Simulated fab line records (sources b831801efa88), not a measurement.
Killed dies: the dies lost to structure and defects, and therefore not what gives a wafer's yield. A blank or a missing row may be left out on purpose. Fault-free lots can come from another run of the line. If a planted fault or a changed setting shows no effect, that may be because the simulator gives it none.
Which tool did it? -- flow sky130 -- route of 708 steps, sampled at 1 step: 7 lots, 21 wafers

## WHAT EACH GAUGE READ, for each wafer
SKY_VIA2_OVL_MEAS_13.
lot,measured,on,VIA2_OVL (nm)
L491,day 38 09:45,overlay-02,5 8 -5
L489,day 38 16:08,overlay-02,0 9 6
L492,day 38 18:09,overlay-02,3 0 8
L495,day 40 06:10,overlay-02,6 -8 7
L499,day 40 10:48,overlay-01,12 10 9
L507,day 42 06:08,overlay-01,-7 -1 6
L509,day 42 19:41,overlay-02,7 13 6

## EACH LOT AND THE TOOL THAT RAN IT (in order: tool; ch and the chambers of the sampled wafers; start)
The record holds no process step before these readings.

## THE ANSWER, worked out from the rows above alone
Rule: what is usual is taken from the lots themselves. Put in order of their means at a reading, lots are off if they are a third of the lots or fewer, leave a main group of 4 or more, and stand apart from it by a gap of 3 or more times the standard deviation of the main group's means; of several such gaps the widest counts. The tables above print the reading to a certain number of digits; a main group whose means all agree to those digits is not used. Also off: a lot with no number at a reading for which 4 or more lots have one. Any other lot the step has rows for is counted as sound.
No lot is off at any reading shown: from this, nothing can be told.

## WHAT WAS PUT IN BY THE SIMULATOR
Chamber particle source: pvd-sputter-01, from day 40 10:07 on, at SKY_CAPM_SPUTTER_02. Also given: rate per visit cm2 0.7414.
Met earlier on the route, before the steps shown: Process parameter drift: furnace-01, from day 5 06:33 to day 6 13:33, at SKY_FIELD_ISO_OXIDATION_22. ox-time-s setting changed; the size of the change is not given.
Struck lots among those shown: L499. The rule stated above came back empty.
